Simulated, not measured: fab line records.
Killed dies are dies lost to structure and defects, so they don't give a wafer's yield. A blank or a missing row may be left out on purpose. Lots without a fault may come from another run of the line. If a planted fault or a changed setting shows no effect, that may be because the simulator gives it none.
fab line records    flow sky130
record: lots: 5  wafers: 15  lastDay: 49
route steps=708 shown POLY_GATE@218 LDD_N@237
lots that met no fault: taken from a fault-free run of the same line
startH: hours from the record's first day to the start of the lot's first wafer shown    waitH: time in hours since the lot's previous step    " identical to the entry in the row above    L1.1+2: a row that stands for several wafers    - either no value or no given start    * or withheld: withheld    < > ~ a bound
route shown NAME@n: NAME is a module with steps in the file, n the number in the route of the first one    usual: the fault-free wafers' mean and standard deviation    same: alike in all rows    chamber/n: place in a boat    sites: per-site readings    _std_site: their standard deviation    _edge_site: mean of outer sites minus mean of inner sites    radiusMm: how far each site lies from the wafer's centre    mask NAME#n: copy n    behind: the last tool/chamber to shape the wafer    hold: what put the lot on hold/how long, in hours/how the hold closed    device: the transistor (n, p or np) that didn't switch    end of line: tests run on the same wafers once the route is complete    a step without rows: its recipe alone    killed: dies lost to structure and defects at the first sort, not the wafer's yield    map: shows each die of a wafer: x if killed, . if not, _ if none is there
set.NAME: the setting that was run; set.NAME@STEP: the one run at that earlier step    model.NAME: the simulator's own value behind a step, which no gauge read
a table for each step, a row for each wafer; lots at some steps of the route
services: a tool's chamber out of use, with start hour (startH, from the record's first day; less than 0 if before it), hours out, and reason
== steps ==
step: SKY_POLY_GATE_THK_MEAS_04
recipe: reads: Si3N4_of_POLY_GATE_CVD_03
usual: POLY_GATE_CVD_03_THK: 75.1/0.64
lot.wafer  tool          chamber  startH  waitH  POLY_GATE_CVD_03_THK[nm]
L081.3     filmMetro-02  -        401.67  0.0    74.0
L081.5     "             -        "       "      74.7
L081.6     "             -        "       "      74.8
L084.2     filmMetro-02  -        437.83  0.0    75.0
L084.3     "             -        "       "      75.4
L084.4     "             -        "       "      75.2
L087.1     filmMetro-02  -        458.19  0.0    74.1
L087.4     "             -        "       "      74.3
L087.6     "             -        "       "      73.8
L088.3     filmMetro-02  -        462.40  0.0    75.4
L088.5     "             -        "       "      74.5
L088.6     "             -        "       "      74.8
L095.1     filmMetro-03  -        522.42  0.0    74.7
L095.4     "             -        "       "      75.8
L095.6     "             -        "       "      75.1
step: SKY_POLY_GATE_DEHYDRATE_05
recipe: tempC: 200  timeS: 60
lot.wafer   tool           chamber  startH  waitH
L081.3+5+6  lithoTrack-04  0        415.63  14.0
L084.2+3+4  lithoTrack-01  0        453.03  15.2
L087.1+4+6  lithoTrack-04  0        473.28  15.1
L088.3+5+6  lithoTrack-02  0        477.47  15.1
L095.1+4+6  lithoTrack-04  0        536.93  14.5
step: SKY_POLY_GATE_HMDS_06
recipe: primeTimeS: 60  primeTempC: 120
usual: primeTempC: 119.99/0.11
lot.wafer  tool           chamber  startH  waitH  primeTempC
L081.3     lithoTrack-04  0        415.78  0.1    119.98
L081.5     "              0        "       "      119.97
L081.6     "              0        "       "      120.04
L084.2     lithoTrack-01  0        453.18  0.1    120.11
L084.3     "              0        "       "      120.06
L084.4     "              0        "       "      119.99
L087.1     lithoTrack-04  0        473.43  0.1    120.06
L087.4     "              0        "       "      120.02
L087.6     "              0        "       "      119.96
L088.3     lithoTrack-02  0        477.62  0.1    120.03
L088.5     "              0        "       "      119.95
L088.6     "              0        "       "      120.07
L095.1     lithoTrack-04  0        537.08  0.1    120.13
L095.4     "              0        "       "      120.04
L095.6     "              0        "       "      119.90
step: SKY_POLY_GATE_COAT_07
recipe: resist: BARC  tempC: withheld  timeS: withheld  spinRpm: 3000  resistThkNm: 110
lot.wafer   tool           chamber  startH  waitH
L081.3+5+6  lithoTrack-04  0        415.93  0.1
L084.2+3+4  lithoTrack-01  0        453.33  0.1
L087.1+4+6  lithoTrack-04  0        473.58  0.1
L088.3+5+6  lithoTrack-02  0        477.77  0.1
L095.1+4+6  lithoTrack-04  0        537.23  0.1
step: SKY_POLY_GATE_COAT_08
recipe: resist: KrF-thick  spinRpm: 3000  resistThkNm: 450
lot.wafer   tool           chamber  startH  waitH
L081.3+5+6  lithoTrack-04  0        -       -
L084.2+3+4  lithoTrack-01  0        -       -
L087.1+4+6  lithoTrack-04  0        -       -
L088.3+5+6  lithoTrack-02  0        -       -
L095.1+4+6  lithoTrack-04  0        -       -
step: SKY_POLY_GATE_SOFTBAKE_09
recipe: tempC: 100  timeS: 90  resist: KrF-thick
lot.wafer   tool           chamber  startH  waitH
L081.3+5+6  lithoTrack-04  0        -       -
L084.2+3+4  lithoTrack-01  0        -       -
L087.1+4+6  lithoTrack-04  0        -       -
L088.3+5+6  lithoTrack-02  0        -       -
L095.1+4+6  lithoTrack-04  0        -       -
step: SKY_POLY_GATE_EXPOSE_10
recipe: maskId: P1M  na: 0.68  sourceShape: conventional  sigmaOuter: 0.6  targetCdNm: 150  doseMj: 28.45
lot.wafer   tool           chamber  startH  waitH  mask
L081.3+5+6  krfScanner-02  0        -       -      P1M#0
L084.2+3+4  krfScanner-02  0        -       -      P1M#0
L087.1+4+6  krfScanner-01  0        -       -      P1M#0
L088.3+5+6  krfScanner-02  0        -       -      P1M#0
L095.1+4+6  krfScanner-02  0        -       -      P1M#0
step: SKY_POLY_GATE_PEB_11
recipe: pebTempC: withheld  pebTimeS: withheld  resist: KrF-thick
lot.wafer   tool           chamber  startH  waitH
L081.3+5+6  lithoTrack-02  0        -       -
L084.2+3+4  lithoTrack-02  0        -       -
L087.1+4+6  lithoTrack-04  0        -       -
L088.3+5+6  lithoTrack-01  0        -       -
L095.1+4+6  lithoTrack-04  0        -       -
step: SKY_POLY_GATE_DEVELOP_12
recipe: developTimeS: 60  resist: KrF-thick  devTempC: 21
lot.wafer   tool           chamber  startH  waitH
L081.3+5+6  lithoTrack-02  0        -       -
L084.2+3+4  lithoTrack-02  0        -       -
L087.1+4+6  lithoTrack-04  0        -       -
L088.3+5+6  lithoTrack-01  0        -       -
L095.1+4+6  lithoTrack-04  0        -       -
step: SKY_POLY_GATE_CD_MEAS_13
recipe: targetCdNm: 150
usual: cdNm: 149.4/1.2
lot.wafer  tool      chamber  startH  waitH  cdNm
L081.3     cdSem-02  -        432.06  -      150.1
L081.5     "         -        "       "      149.1
L081.6     "         -        "       "      150.2
L084.2     cdSem-02  -        469.69  -      149.1
L084.3     "         -        "       "      150.5
L084.4     "         -        "       "      149.9
L087.1     cdSem-01  -        489.53  -      150.1
L087.4     "         -        "       "      148.9
L087.6     "         -        "       "      149.3
L088.3     cdSem-01  -        493.54  -      148.0
L088.5     "         -        "       "      147.6
L088.6     "         -        "       "      147.5
L095.1     cdSem-02  -        551.73  -      148.4
L095.4     "         -        "       "      147.9
L095.6     "         -        "       "      149.8
step: SKY_POLY_GATE_OVL_MEAS_14
usual: POLY_GATE_OVL: 1/4.9
lot.wafer  tool        chamber  startH  waitH  POLY_GATE_OVL[nm]
L081.3     overlay-01  -        432.15  0.1    7
L081.5     "           -        "       "      5
L081.6     "           -        "       "      15
L084.2     overlay-01  -        469.79  0.1    5
L084.3     "           -        "       "      7
L084.4     "           -        "       "      -4
L087.1     overlay-01  -        489.65  0.1    10
L087.4     "           -        "       "      5
L087.6     "           -        "       "      1
L088.3     overlay-02  -        493.64  0.1    -4
L088.5     "           -        "       "      -9
L088.6     "           -        "       "      2
L095.1     overlay-01  -        551.85  0.1    2
L095.4     "           -        "       "      -7
L095.6     "           -        "       "      -9
step: SKY_POLY_GATE_ETCH_15
recipe: chemistry: N2/H2  target: BARC  ionEnergyEv: 200  sourceW: 500  biasW: 100  pressureMtorr: 30  n2FlowSccm: 100  h2FlowSccm: 200  stopOn: SiO2  timeS: 118.5  targetDepthA: 1100
usual: drypumpMotorCurrentA: 6.0/0.42  oesProductAu: 0.715/0.0047  throttleValvePct: 13.213/0.0094
lot.wafer  tool        chamber  startH  waitH  drypumpMotorCurrentA  oesProductAu  rfHoursCounterH  throttleValvePct
L081.3     rieDiel-04  0        432.17  0.0    6.3                   0.725         10               13.222
L081.5     "           3        "       "      6.2                   0.716         -                13.235
L081.6     "           2        "       "      5.6                   0.717         -                13.213
L084.2     rieDiel-04  3        469.82  0.0    6.2                   0.718         81               13.211
L084.3     "           1        "       "      5.6                   0.712         1                13.208
L084.4     "           3        "       "      6.2                   0.720         -                13.201
L087.1     rieDiel-02  2        489.68  0.0    5.8                   0.721         42               13.210
L087.4     "           3        "       "      6.0                   0.706         31               13.211
L087.6     "           1        "       "      6.3                   0.715         -                13.215
L088.3     rieDiel-04  3        493.66  0.0    6.2                   0.717         81               13.218
L088.5     "           3        "       "      6.2                   0.715         -                13.217
L088.6     "           0        "       "      6.4                   0.715         -                13.206
L095.1     rieDiel-04  0        551.88  0.0    6.4                   0.709         13               13.224
L095.4     "           2        "       "      5.6                   0.717         -                13.210
L095.6     "           1        "       "      5.6                   0.709         -                13.202
step: SKY_POLY_GATE_ETCH_16
recipe: stopOn: poly-Si  chemistry: CH3F/O2  target: Si3N4  sourceW: 400  biasW: 80  pressureMtorr: 25  ch3fFlowSccm: 40  O2_flow_sccm: 30  timeS: 147.5  targetDepthA: 750
usual: drypumpMotorCurrentA: 6.0/0.42  oesProductAu: 0.641/0.0051  throttleValvePct: 10.536/0.0091
lot.wafer  tool        chamber  startH  waitH  drypumpMotorCurrentA  oesProductAu  rfHoursCounterH  throttleValvePct
L081.3     rieDiel-04  0        432.25  0.0    6.4                   0.641         10               10.549
L081.5     "           3        "       "      6.2                   0.637         -                10.543
L081.6     "           2        "       "      5.5                   0.634         -                10.538
L084.2     rieDiel-04  3        469.90  0.0    6.2                   0.634         81               10.545
L084.3     "           1        "       "      5.6                   0.637         1                10.549
L084.4     "           3        "       "      6.2                   0.634         -                10.534
L087.1     rieDiel-02  2        489.76  0.0    5.8                   0.634         42               10.549
L087.4     "           3        "       "      6.0                   0.642         31               10.515
L087.6     "           1        "       "      6.3                   0.640         -                10.530
L088.3     rieDiel-04  3        493.74  0.0    6.2                   0.642         81               10.542
L088.5     "           3        "       "      6.2                   0.636         -                10.525
L088.6     "           0        "       "      6.3                   0.634         -                10.531
L095.1     rieDiel-04  0        551.96  0.0    6.4                   0.648         13               10.547
L095.4     "           2        "       "      5.6                   0.643         -                10.547
L095.6     "           1        "       "      5.6                   0.636         -                10.547
step: SKY_POLY_GATE_ETCH_17
recipe: targetDepthNm: 180  stopOn: SiO2  overEtchFrac: 0.56667  chemistry: HBr/Cl2  target: poly-Si  icpW: 400  biasW: 100  pressureMtorr: 10  HBr_flow_sccm: 150  Cl2_flow_sccm: 50  timeS: 70.5
usual: drypumpMotorCurrentA: 5.8/0.44  oesProductAu: 0.980/0.0076  throttleValvePct: 33.683/0.01
same: overEtchFrac: 0.56667
lot.wafer  tool      chamber  startH  waitH  drypumpMotorCurrentA  oesProductAu  rfHoursCounterH  throttleValvePct
L081.3     rieSi-02  1        432.35  0.0    5.7                   0.981         17               33.678
L081.5     "         1        "       "      5.7                   0.981         -                33.676
L081.6     "         2        "       "      5.6                   0.979         -                33.681
L084.2     rieSi-02  0        470.00  0.0    6.4                   0.987         48               33.688
L084.3     "         1        "       "      5.7                   0.967         17               33.677
L084.4     "         3        "       "      6.0                   0.974         2                33.705
L087.1     rieSi-01  1        489.86  0.0    6.0                   0.960         30               33.666
L087.4     "         3        "       "      5.8                   0.980         4                33.685
L087.6     "         0        "       "      5.9                   0.974         -                33.686
L088.3     rieSi-02  1        493.84  0.0    5.7                   0.964         17               33.679
L088.5     "         0        "       "      6.4                   0.986         -                33.703
L088.6     "         1        "       "      5.7                   0.972         -                33.670
L095.1     rieSi-01  1        552.06  0.0    5.9                   0.974         30               33.679
L095.4     "         3        "       "      5.8                   0.981         4                33.690
L095.6     "         1        "       "      5.9                   0.964         -                33.668
step: SKY_POLY_GATE_STRIP_18
recipe: chemistry: O2/N2  powerW: 1400  pressureMtorr: 1500  platenTempC: withheld  o2FlowSccm: 3000  n2FlowSccm: 300  overashFraction: 0.5
usual: drypumpMotorCurrentA: 6.0/0.62  o2FlowSccm: 2999/8.7  oesProductAu: 0.361/0.0049  stripTimeToEndpointS: 3.17/0.05
lot.wafer  tool            chamber  startH  waitH  drypumpMotorCurrentA  o2FlowSccm  oesProductAu  rfHoursCounterH  stripTimeToEndpointS
L081.3     plasmaAsher-02  0        432.44  0.1    5.5                   2987        0.361         -                3.19
L081.5     "               1        "       "      6.7                   3007        0.355         -                3.10
L081.6     "               0        "       "      5.5                   2994        0.364         -                3.22
L084.2     plasmaAsher-02  0        470.06  0.0    5.5                   2987        0.363         76               3.12
L084.3     "               1        "       "      6.7                   2992        0.370         -                3.21
L084.4     "               0        "       "      5.5                   3003        0.352         -                3.10
L087.1     plasmaAsher-02  1        489.92  0.0    6.6                   2994        0.361         78               3.25
L087.4     "               0        "       "      5.5                   3008        0.354         -                3.15
L087.6     "               1        "       "      6.6                   2995        0.361         -                3.22
L088.3     plasmaAsher-02  0        493.93  0.1    5.5                   2995        0.356         -                3.07
L088.5     "               0        "       "      5.5                   3000        0.353         -                3.10
L088.6     "               1        "       "      6.7                   2994        0.359         -                3.17
L095.1     plasmaAsher-01  1        552.12  0.0    5.0                   2998        0.357         75               3.19
L095.4     "               0        "       "      5.4                   2999        0.365         -                3.26
L095.6     "               1        "       "      5.0                   3012        0.370         -                3.19
step: SKY_POLY_GATE_CLEAN_19
recipe: chemistry: SC1/SC2  mix: 1:4:20  tempC: 70  timeS: 150  dry: n2Spin
lot.wafer   tool         chamber  startH  waitH
L081.3+5+6  wetBench-04  1        432.51  0.0
L084.2+3+4  wetBench-01  1        470.16  0.1
L087.1+4+6  wetBench-03  0        490.02  0.1
L088.3+5+6  wetBench-04  2        494.00  0.0
L095.1+4+6  wetBench-03  0        552.22  0.1
step: SKY_POLY_GATE_OXIDATION_20
recipe: tempC: 850  ambient: O2  stabiliseS: 600  purgeS: 300  targetThkA: 40  oxTimeS: 899
usual: spikeTcUpperC: 851.8/1.6  tubeCenterTempC: 850/0.077  zonePowerCentrePct: 17.4/0.33  zonePowerUpperPct: 15.8/0.8
lot.wafer  tool        chamber  startH  waitH  spikeTcUpperC  tubeCenterTempC  zonePowerCentrePct  zonePowerUpperPct
L081.3     furnace-02  0        432.56  0.0    849.8          849.93           17.8                15.1
L081.5     "           0        "       "      849.1          850.01           17.5                14.9
L081.6     "           0        "       "      850.7          850.07           17.4                15.0
L084.2     furnace-01  0        470.21  0.0    852.0          850.12           16.9                16.5
L084.3     "           0        "       "      852.6          850.03           17.1                16.6
L084.4     "           0        "       "      854.2          850.03           17.0                16.5
L087.1     furnace-01  0        490.07  0.0    853.5          850.1            16.9                16.6
L087.4     "           0        "       "      851.3          849.96           17.1                16.6
L087.6     "           0        "       "      853.1          849.88           17.1                16.8
L088.3     furnace-01  0        494.05  0.0    854.0          850.02           17.4                16.3
L088.5     "           0        "       "      852.1          849.98           17.0                16.5
L088.6     "           0        "       "      852.9          849.99           17.1                16.3
L095.1     furnace-01  0        552.27  0.0    852.0          849.95           17.0                16.4
L095.4     "           0        "       "      852.9          849.88           17.1                16.3
L095.6     "           0        "       "      852.9          850              17.1                16.4
step: SKY_POLY_GATE_THK_MEAS_21
recipe: reads: SiO2_of_POLY_GATE_OXIDATION_20
usual: POLY_GATE_OXIDATION_THK: 3.99/0.068
lot.wafer  tool          chamber  startH  waitH  POLY_GATE_OXIDATION_THK[nm]
L081.3     filmMetro-01  -        433.83  0.0    4.01
L081.5     "             -        "       "      3.98
L081.6     "             -        "       "      3.97
L084.2     filmMetro-03  -        471.47  0.0    3.88
L084.3     "             -        "       "      3.94
L084.4     "             -        "       "      3.86
L087.1     filmMetro-01  -        491.32  0.0    4.05
L087.4     "             -        "       "      3.94
L087.6     "             -        "       "      3.99
L088.3     filmMetro-01  -        495.32  0.0    3.99
L088.5     "             -        "       "      3.95
L088.6     "             -        "       "      4.00
L095.1     filmMetro-02  -        553.52  0.0    4.08
L095.4     "             -        "       "      4.08
L095.6     "             -        "       "      4.13
step: SKY_POLY_GATE_CD_MEAS_22
usual: cdNm: 150/3.1
lot.wafer  tool      chamber  startH  waitH  cdNm
L081.3     cdSem-01  -        433.93  0.1    148
L081.5     "         -        "       "      150
L081.6     "         -        "       "      154
L084.2     cdSem-01  -        471.55  0.1    149
L084.3     "         -        "       "      156
L084.4     "         -        "       "      149
L087.1     cdSem-02  -        491.38  0.1    147
L087.4     "         -        "       "      153
L087.6     "         -        "       "      145
L088.3     cdSem-01  -        495.41  0.1    148
L088.5     "         -        "       "      148
L088.6     "         -        "       "      146
L095.1     cdSem-02  -        553.59  0.1    144
L095.4     "         -        "       "      152
L095.6     "         -        "       "      151
step: SKY_LDD_N_DEHYDRATE_00
recipe: tempC: 200  timeS: 60
lot.wafer   tool           chamber  startH  waitH
L081.3+5+6  lithoTrack-01  0        449.01  15.1
L084.2+3+4  lithoTrack-03  0        486.84  15.3
L087.1+4+6  lithoTrack-03  0        507.06  15.7
L088.3+5+6  lithoTrack-02  0        510.67  15.2
L095.1+4+6  lithoTrack-02  0        567.57  14.0
step: SKY_LDD_N_HMDS_01
recipe: primeTimeS: 60  primeTempC: 120
usual: primeTempC: 119.98/0.12
lot.wafer  tool           chamber  startH  waitH  primeTempC
L081.3     lithoTrack-01  0        449.16  0.1    120.06
L081.5     "              0        "       "      120.10
L081.6     "              0        "       "      120.12
L084.2     lithoTrack-03  0        486.99  0.1    120.11
L084.3     "              0        "       "      120.16
L084.4     "              0        "       "      120.04
L087.1     lithoTrack-03  0        507.21  0.1    119.95
L087.4     "              0        "       "      120.05
L087.6     "              0        "       "      120.01
L088.3     lithoTrack-02  0        510.82  0.1    120.00
L088.5     "              0        "       "      120.05
L088.6     "              0        "       "      119.88
L095.1     lithoTrack-02  0        567.72  0.1    119.99
L095.4     "              0        "       "      120.13
L095.6     "              0        "       "      120.04
step: SKY_LDD_N_COAT_02
recipe: resist: NOVOLAK  spinRpm: 3000  resistThkNm: 300
lot.wafer   tool           chamber  startH  waitH
L081.3+5+6  lithoTrack-01  0        449.31  0.1
L084.2+3+4  lithoTrack-03  0        487.14  0.1
L087.1+4+6  lithoTrack-03  0        507.36  0.1
L088.3+5+6  lithoTrack-02  0        510.97  0.1
L095.1+4+6  lithoTrack-02  0        567.87  0.1
step: SKY_LDD_N_SOFTBAKE_03
recipe: tempC: 90  timeS: 57.73  resist: NOVOLAK
lot.wafer   tool           chamber  startH  waitH
L081.3+5+6  lithoTrack-01  0        449.46  0.1
L084.2+3+4  lithoTrack-03  0        487.29  0.1
L087.1+4+6  lithoTrack-03  0        507.51  0.1
L088.3+5+6  lithoTrack-02  0        511.12  0.1
L095.1+4+6  lithoTrack-02  0        568.02  0.1
step: SKY_LDD_N_EXPOSE_04
recipe: maskId: NTM  targetCdNm: 840  na: 0.6  sourceShape: conventional  sigmaOuter: 0.6  doseMj: 110
lot.wafer   tool             chamber  startH  waitH  mask
L081.3+5+6  ilineStepper-01  0        -       -      NTM#0
L084.2+3+4  ilineStepper-01  0        -       -      NTM#0
L087.1+4+6  ilineStepper-01  0        -       -      NTM#0
L088.3+5+6  ilineStepper-01  0        -       -      NTM#0
L095.1+4+6  ilineStepper-02  0        -       -      NTM#0
step: SKY_LDD_N_PEB_05
recipe: tempC: withheld  timeS: *  resist: NOVOLAK
lot.wafer   tool           chamber  startH  waitH
L081.3+5+6  lithoTrack-02  0        -       -
L084.2+3+4  lithoTrack-02  0        -       -
L087.1+4+6  lithoTrack-01  0        -       -
L088.3+5+6  lithoTrack-02  0        -       -
L095.1+4+6  lithoTrack-03  0        -       -
step: SKY_LDD_N_DEVELOP_06
recipe: developTimeS: 60  devTempC: 23
lot.wafer   tool           chamber  startH  waitH
L081.3+5+6  lithoTrack-02  0        464.92  0.1
L084.2+3+4  lithoTrack-02  0        503.14  0.1
L087.1+4+6  lithoTrack-01  0        522.65  0.1
L088.3+5+6  lithoTrack-02  0        527.02  0.1
L095.1+4+6  lithoTrack-03  0        581.76  0.1
step: SKY_LDD_N_OVL_MEAS_07
usual: LDD_N_OVL: 1.4/1.4
lot.wafer  tool        chamber  startH  waitH  LDD_N_OVL[nm]
L081.3     overlay-02  -        465.03  0.1    0.1
L081.5     "           -        "       "      1.8
L081.6     "           -        "       "      0.6
L084.2     overlay-01  -        503.27  0.1    1.3
L084.3     "           -        "       "      1.9
L084.4     "           -        "       "      2.4
L087.1     overlay-02  -        522.80  0.1    -0.2
L087.4     "           -        "       "      -0.3
L087.6     "           -        "       "      -1.0
L088.3     overlay-01  -        527.13  0.1    3.4
L088.5     "           -        "       "      2.5
L088.6     "           -        "       "      0.9
L095.1     overlay-01  -        581.91  0.1    1.7
L095.4     "           -        "       "      0.8
L095.6     "           -        "       "      -0.5
step: SKY_LDD_N_IMPLANT_08
recipe: species: As  energyKev: 20  doseCm2: 7.5e+13  tiltDeg: withheld  rotationDeg: 23
usual: doseIonsCm2: 7.503e+13/7.9e+10
lot.wafer  tool          chamber  startH  waitH  doseIonsCm2
L081.3     implanter-01  0        465.10  0.1    7.509e+13
L081.5     "             0        "       "      7.512e+13
L081.6     "             0        "       "      7.501e+13
L084.2     implanter-03  0        503.33  0.0    7.495e+13
L084.3     "             0        "       "      7.489e+13
L084.4     "             0        "       "      7.507e+13
L087.1     implanter-01  0        522.84  0.0    7.495e+13
L087.4     "             0        "       "      7.515e+13
L087.6     "             0        "       "      7.499e+13
L088.3     implanter-01  0        527.20  0.1    7.506e+13
L088.5     "             0        "       "      7.507e+13
L088.6     "             0        "       "      7.509e+13
L095.1     implanter-03  0        581.95  0.0    7.515e+13
L095.4     "             0        "       "      7.502e+13
L095.6     "             0        "       "      7.521e+13
step: SKY_LDD_N_IMPLANT_09
recipe: species: As  energyKev: 20  doseCm2: 7.5e+13  tiltDeg: withheld  rotationDeg: 113
usual: doseIonsCm2: 7.5e+13/8.2e+10
lot.wafer  tool          chamber  startH  waitH  doseIonsCm2
L081.3     implanter-01  0        465.25  0.1    7.494e+13
L081.5     "             0        "       "      7.496e+13
L081.6     "             0        "       "      7.495e+13
L084.2     implanter-03  0        503.48  0.1    7.49e+13
L084.3     "             0        "       "      7.489e+13
L084.4     "             0        "       "      7.501e+13
L087.1     implanter-01  0        522.99  0.1    7.501e+13
L087.4     "             0        "       "      7.508e+13
L087.6     "             0        "       "      7.495e+13
L088.3     implanter-01  0        527.35  0.1    7.495e+13
L088.5     "             0        "       "      7.514e+13
L088.6     "             0        "       "      7.501e+13
L095.1     implanter-03  0        582.10  0.1    7.499e+13
L095.4     "             0        "       "      7.486e+13
L095.6     "             0        "       "      7.499e+13
step: SKY_LDD_N_IMPLANT_10
recipe: species: As  energyKev: 20  doseCm2: 7.5e+13  tiltDeg: withheld  rotationDeg: 203
usual: doseIonsCm2: 7.501e+13/7.5e+10
lot.wafer  tool          chamber  startH  waitH  doseIonsCm2
L081.3     implanter-01  0        465.40  0.1    7.501e+13
L081.5     "             0        "       "      7.508e+13
L081.6     "             0        "       "      7.506e+13
L084.2     implanter-03  0        503.63  0.1    7.492e+13
L084.3     "             0        "       "      7.498e+13
L084.4     "             0        "       "      7.488e+13
L087.1     implanter-01  0        523.14  0.1    7.496e+13
L087.4     "             0        "       "      7.503e+13
L087.6     "             0        "       "      7.5e+13
L088.3     implanter-01  0        527.50  0.1    7.506e+13
L088.5     "             0        "       "      7.514e+13
L088.6     "             0        "       "      7.487e+13
L095.1     implanter-03  0        582.25  0.1    7.496e+13
L095.4     "             0        "       "      7.491e+13
L095.6     "             0        "       "      7.499e+13
step: SKY_LDD_N_IMPLANT_11
recipe: species: As  energyKev: 20  doseCm2: 7.5e+13  tiltDeg: withheld  rotationDeg: 293
usual: doseIonsCm2: 7.501e+13/8.4e+10
lot.wafer  tool          chamber  startH  waitH  doseIonsCm2
L081.3     implanter-01  0        465.55  0.1    7.508e+13
L081.5     "             0        "       "      7.504e+13
L081.6     "             0        "       "      7.489e+13
L084.2     implanter-03  0        503.78  0.1    7.496e+13
L084.3     "             0        "       "      7.508e+13
L084.4     "             0        "       "      7.507e+13
L087.1     implanter-01  0        523.29  0.1    7.52e+13
L087.4     "             0        "       "      7.509e+13
L087.6     "             0        "       "      7.504e+13
L088.3     implanter-01  0        527.65  0.1    7.5e+13
L088.5     "             0        "       "      7.51e+13
L088.6     "             0        "       "      7.512e+13
L095.1     implanter-03  0        582.40  0.1    7.512e+13
L095.4     "             0        "       "      7.511e+13
L095.6     "             0        "       "      7.508e+13
step: SKY_LDD_N_IMPLANT_12
recipe: species: BF2  energyKev: 50  doseCm2: 5e+12  tiltDeg: 30  rotationDeg: 0
usual: doseIonsCm2: 5e+12/5.9e+09
lot.wafer  tool          chamber  startH  waitH  doseIonsCm2
L081.3     implanter-01  0        465.70  0.1    4.999e+12
L081.5     "             0        "       "      4.991e+12
L081.6     "             0        "       "      5.006e+12
L084.2     implanter-03  0        503.93  0.1    4.999e+12
L084.3     "             0        "       "      4.998e+12
L084.4     "             0        "       "      4.992e+12
L087.1     implanter-01  0        523.44  0.1    4.999e+12
L087.4     "             0        "       "      4.99e+12
L087.6     "             0        "       "      4.991e+12
L088.3     implanter-01  0        527.80  0.1    4.999e+12
L088.5     "             0        "       "      5.001e+12
L088.6     "             0        "       "      5.005e+12
L095.1     implanter-03  0        582.55  0.1    5e+12
L095.4     "             0        "       "      5.001e+12
L095.6     "             0        "       "      4.998e+12
== services ==
tool             chamber  startH  hours  kind
rieSi-02         -        407.87  2.8    pm
krfScanner-02    -        407.99  0.8    pm
plasmaAsher-02   -        419.46  2.7    repair
rieSi-02         -        423.06  1.2    repair
rieDiel-04       1        458.71  5.9    repair
rieDiel-04       2        460.38  15.4   repair
implanter-03     -        467.03  2.9    repair
implanter-03     -        467.85  12.9   repair
ilineStepper-01  -        472.07  4.7    repair
implanter-03     -        480.49  2.9    repair
furnace-01       -        480.95  2.9    pm
rieSi-02         2        484.11  5.1    repair
rieDiel-04       1        497.68  3.0    repair
furnace-01       -        503.97  4.7    pm
implanter-03     -        508.97  2.8    repair
krfScanner-02    -        518.96  1.0    pm
rieSi-02         3        530.17  5.5    repair
krfScanner-02    -        542.02  0.7    repair
implanter-01     -        546.55  6.4    repair
krfScanner-02    -        550.15  1.3    pm
krfScanner-02    -        552.44  0.5    repair
rieDiel-04       2        558.03  8.6    repair
ilineStepper-01  -        569.67  1.7    pm
krfScanner-02    -        576.79  0.8    pm
== key ==
fault none
